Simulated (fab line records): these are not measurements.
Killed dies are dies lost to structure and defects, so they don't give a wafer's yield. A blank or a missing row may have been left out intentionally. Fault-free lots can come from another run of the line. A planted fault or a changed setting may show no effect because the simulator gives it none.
Check for tools in common    flow sky130    Sampled: 12 lots, 39 wafers

== WHY THIS WAS OPENED ==
SKY_RES_XHIGH_TW_MEAS_09, reading RES_XHIGH_TW: flagged on 1 of 12 lots. No-fault wafers: 1649, standard deviation 14.
Rule: a lot is flagged in two cases, either no wafer of it has a number, or all its wafers with numbers fall more than 4 standard deviations from that mean. The other lots count as sound.

lot   measured      on            RES_XHIGH_TW, wafer by wafer  flag
L374  day 26 18:24  filmMetro-01  1638 1642 1640                
L375  day 27 01:05  filmMetro-01  1646 1650 1652                
L376  day 27 11:59  filmMetro-01  1645 1644 1656                
L377  day 27 21:18  filmMetro-01  30 30 30 30 30 30             FLAGGED
L379  day 28 13:35  filmMetro-02  1664 1656 1671                
L385  day 31 04:16  filmMetro-02  1658 1653 1656                
L389  day 32 17:35  filmMetro-02  1661 1658 1666                
L388  day 32 22:25  filmMetro-03  1613 1619 1617                
L393  day 33 06:11  filmMetro-02  1649 1663 1663                
L394  day 33 12:01  filmMetro-02  1662 1663 1661                
L395  day 33 17:04  filmMetro-01  1636 1641 1644                
L396  day 34 08:38  filmMetro-01  1628 1632 1631                
Averaged over the flagged lots the numbers come to 30, -1619 from the usual (-99 or more standard deviations).

== WHICH TOOL RAN EACH LOT ==
The record keeps 1 process step preceding the reading, out of 708 steps on the route. Every cell lists first the tool, next ch and the chambers used by the sampled wafers, and last the start.
lot   flag     SKY_RES_XHIGH_EXPOSE_04
L374           ilineStepper-02 ch 0, day 26 03:28
L375           ilineStepper-02 ch 0, day 26 09:50
L376           ilineStepper-01 ch 0, day 26 21:52
L377  FLAGGED  ilineStepper-02 ch 0, day 27 07:08
L379           ilineStepper-01 ch 0, day 27 23:37
L385           ilineStepper-02 ch 0, day 30 14:32
L389           ilineStepper-02 ch 0, day 32 03:50
L388           ilineStepper-02 ch 0, day 32 08:52
L393           ilineStepper-01 ch 0, day 32 16:52
L394           ilineStepper-01 ch 0, day 32 22:25
L395           ilineStepper-02 ch 0, day 33 03:54
L396           ilineStepper-02 ch 0, day 33 19:26
These steps, and what they do:
- SKY_RES_XHIGH_EXPOSE_04: exposes mask URPM, target cd 1270 nm.
- SKY_RES_XHIGH_TW_MEAS_09

== FLAGGED AGAINST TOTAL, ONE TOOL AT A TIME (gauges that did the reading follow at the end) ==
step                      tool             lots run  flagged  share of the flagged lots  sound lots run after its first flagged lot
SKY_RES_XHIGH_EXPOSE_04   ilineStepper-01  4         0        none                       -
SKY_RES_XHIGH_EXPOSE_04   ilineStepper-02  8         1        all                        5 (L385,L389,L388,L395,L396)
SKY_RES_XHIGH_TW_MEAS_09  filmMetro-01     6         1        all                        2 (L395,L396)
SKY_RES_XHIGH_TW_MEAS_09  filmMetro-02     5         0        none                       -
SKY_RES_XHIGH_TW_MEAS_09  filmMetro-03     1         0        none                       -

== WHAT THE TABLE ALLOWS ==
ilineStepper-02 at SKY_RES_XHIGH_EXPOSE_04 and filmMetro-01 at SKY_RES_XHIGH_TW_MEAS_09 are the 2 rows of the table that ran each flagged lot.
- ilineStepper-02 at SKY_RES_XHIGH_EXPOSE_04 ran 8 lots, 1 of them flagged. Sound lots ran on it after the first flagged one (L385, L389, L388, L395, L396), which a lasting fault on the whole tool wouldn't allow.
- filmMetro-01 at SKY_RES_XHIGH_TW_MEAS_09 ran 6 lots, 1 of them flagged. Sound lots ran on it after the first flagged one (L395, L396), which a lasting fault on the whole tool wouldn't allow.
None of the table's rows ran every flagged lot and, after the first, no sound lot.

== WHAT THE SIMULATOR HAD INSERTED ==
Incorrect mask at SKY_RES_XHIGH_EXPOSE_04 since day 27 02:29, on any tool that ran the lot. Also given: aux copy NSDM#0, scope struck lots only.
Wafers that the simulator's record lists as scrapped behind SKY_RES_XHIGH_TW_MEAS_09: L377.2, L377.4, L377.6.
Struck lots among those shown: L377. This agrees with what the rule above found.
